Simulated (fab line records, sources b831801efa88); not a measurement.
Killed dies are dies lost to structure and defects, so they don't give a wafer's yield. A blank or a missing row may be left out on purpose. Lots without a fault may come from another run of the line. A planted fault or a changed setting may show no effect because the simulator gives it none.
A struck lot beside a sound one | flow sky130 | 35 steps out of a route of 708
Sound: wafers L777.1, L777.4, L777.6. Struck: wafer L783.6. (L783.1 of the same lot was not struck and is left out.) The cause comes at the end.
At each step with rows: each side's tool, then ch and its chambers, then its first start. Under that, the readings that differ: sound wafers | struck wafers | difference of the means | sigmas: that difference in standard deviations of wafers without a fault.
alike: readings whose means differ by less than 2 such deviations, and words and numbers that are the same on both sides. not compared: withheld readings, readings that some wafer has no value for, bounds like >300 that may hide the same value, and numbers for which the record gives no deviation and whose values overlap.
The two part at a step that has a row with sigmas, a row that says differs or no value, or rows on one side only. Numbers that don't overlap but have no deviation are shown without sigmas and don't part them. A reading that every wafer of one side lacks parts them only if that side has two wafers or more.

SKY_SD_P_CD_MEAS_07: target cd 380 nm.
  sound on cd_sem-02, day 27 19:05; struck on cd_sem-02, day 28 13:08
  reading    | sound             | struck | difference | sigmas
  cd_nm (nm) | 375.4 377.5 378.3 | 382.1  | +5.0       | +2
SKY_SD_P_OVL_MEAS_08:
  sound on overlay-02, day 27 19:13; struck on overlay-02, day 28 13:15
  alike: SD_P_OVL
then, 1 step without rows for these wafers: SKY_SD_P_IMPLANT_09.
SKY_SD_P_STRIP_10: strips in O2/N2.
  sound on plasma_asher-04 ch 0, day 27 19:24; struck on plasma_asher-04 ch 0, day 28 13:26
  alike: drypump_motor_current_A, oes_product_au, strip_time_to_endpoint_s
  not compared: rf_hours_counter_h
SKY_SD_P_TW_MEAS_11:
  sound on film_metro-03, day 27 19:30; struck on film_metro-02, day 28 13:32
  reading | sound          | struck | difference | sigmas
  SD_P_TW | 2784 2789 2801 | 2867   | +76        | +2
then, 7 steps without rows for these wafers: SKY_RES_XHIGH_DEHYDRATE_00 (time 60 s); SKY_RES_XHIGH_HMDS_01 (prime time 60 s); SKY_RES_XHIGH_COAT_02 (resist thk 1140 nm); SKY_RES_XHIGH_SOFTBAKE_03 (time 60 s); SKY_RES_XHIGH_EXPOSE_04 (exposes mask URPM, target cd 1270 nm); SKY_RES_XHIGH_PEB_05; SKY_RES_XHIGH_DEVELOP_06 (develop time 60 s).
SKY_RES_XHIGH_IMPLANT_07:
  sound on implanter-03 ch 0, day 28 23:10; struck on implanter-04 ch 0, day 29 16:21
  alike: end_station_pressure_torr
SKY_RES_XHIGH_STRIP_08: strips in O2/N2.
  sound on plasma_asher-03 ch 1, day 28 23:19; struck on plasma_asher-01 ch 0, day 29 16:30
  reading                      | sound             | struck | difference | sigmas
  strip_time_to_endpoint_s (s) | 14.24 14.29 14.29 | 14.17  | -0.10      | -3
  alike: drypump_motor_current_A, oes_product_au
  not compared: rf_hours_counter_h
SKY_RES_XHIGH_TW_MEAS_09:
  sound on film_metro-03, day 28 23:25; struck on film_metro-03, day 29 16:36
  reading      | sound          | struck | difference | sigmas
  RES_XHIGH_TW | 1630 1619 1627 | 1550   | -75        | -4
then, 7 steps without rows for these wafers: SKY_SD_N_DEHYDRATE_00 (time 60 s); SKY_SD_N_HMDS_01 (prime time 60 s); SKY_SD_N_COAT_02 (resist thk 1140 nm); SKY_SD_N_SOFTBAKE_03 (time 60 s); SKY_SD_N_EXPOSE_04 (exposes mask NSDM, target cd 380 nm); SKY_SD_N_PEB_05; SKY_SD_N_DEVELOP_06 (develop time 60 s).
SKY_SD_N_CD_MEAS_07: target cd 380 nm.
  sound on cd_sem-01, day 30 02:49; struck on cd_sem-01, day 30 20:24
  alike: cd_nm
SKY_SD_N_OVL_MEAS_08:
  sound on overlay-01, day 30 02:56; struck on overlay-02, day 30 20:31
  alike: SD_N_OVL
then, 2 steps without rows for these wafers: SKY_SD_N_IMPLANT_09; SKY_SD_N_IMPLANT_10.
SKY_SD_N_STRIP_11: strips in O2/N2.
  sound on plasma_asher-03 ch 0, day 30 03:35; struck on plasma_asher-03 ch 0, day 30 20:52
  alike: drypump_motor_current_A, oes_product_au, strip_time_to_endpoint_s
  not compared: rf_hours_counter_h
SKY_SD_N_TW_MEAS_12:
  sound on film_metro-03, day 30 03:41; struck on film_metro-03, day 30 20:58
  alike: SD_N_TW
then, 1 step without rows for these wafers: SKY_SD_N_CLEAN_13 (cleans in SC1/SC2, time 150 s).
SKY_SD_N_RTA_14: time 2 s.
  sound on rtp_anneal-02 ch 0, day 30 03:47; struck on rtp_anneal-02 ch 0, day 30 21:04
  reading        | sound             | struck | difference | sigmas
  chamber_o2_ppm | 1.973 2.007 2.024 | 1.948  | -0.053     | -2
  alike: lamp_power_pct, ramp_up_c_per_s, wafer_temp_C_max
SKY_SD_N_RS_MEAS_16: measures by four-point-probe.
  sound on film_metro-02, day 30 03:58; struck on film_metro-02, day 30 21:14
  alike: SD_N_RS
SKY_SD_N_RS_MEAS_17: measures by four-point-probe.
  sound on film_metro-02, day 30 04:05; struck on film_metro-02, day 30 21:22
  alike: SD_P_RS
SKY_SD_N_RS_MEAS_18: measures by four-point-probe.
  sound on film_metro-02, day 30 04:13; struck on film_metro-02, day 30 21:29
  reading               | sound             | struck | difference | sigmas
  RES_XHIGH_RS (ohm/sq) | 331.7 332.4 332.4 | 371.6  | +39.4      | +30
then, 1 step without rows for these wafers: SKY_SALICIDE_CLEAN_00 (cleans in HF-last, time 30 s).
-- the record jumps here: 17 days lie between the struck wafers' starts before and after (it left off in module SALICIDE and takes up again in module PAD_OPEN, whose first step shown is number 708 of the route) --
SKY_PAD_OPEN_PROBE_99:
  sound on prober-01, day 47 10:52; struck on prober-01, day 48 01:20
  reading                                            | sound             | struck    | difference | sigmas
  model.etest.res_xhigh_po.line_ohm_um               | 5496 5578 5476    | 1.054e+04 | +5.023e+03 |
  model.etest.res_xhigh_po.rs_ohm_sq_range           | 69.81 69.46 65.15 | 1858      | +1790      |
  model.etest.res_xhigh_po.rs_ohm_sq                 | 1923 1960 1918    | 3609      | +1675      |
  model.etest.res_xhigh_po.rs_ohm_sq_rim_less_centre | 20.86 3.022 12.48 | -685.4    | -697.5     |
  alike: killed_at_M0_to_M3, killed_at_M4_up, killed_at_contacts, killed_at_front_end, killed_at_other, killed_dies, killed_open, killed_short

WHERE THEY PART
First at SKY_SD_P_CD_MEAS_07; last, within this record, at SKY_SD_N_RS_MEAS_18. Later steps at which nothing parts them and some readings are alike: SKY_PAD_OPEN_PROBE_99.

WHY: what the simulator had put in
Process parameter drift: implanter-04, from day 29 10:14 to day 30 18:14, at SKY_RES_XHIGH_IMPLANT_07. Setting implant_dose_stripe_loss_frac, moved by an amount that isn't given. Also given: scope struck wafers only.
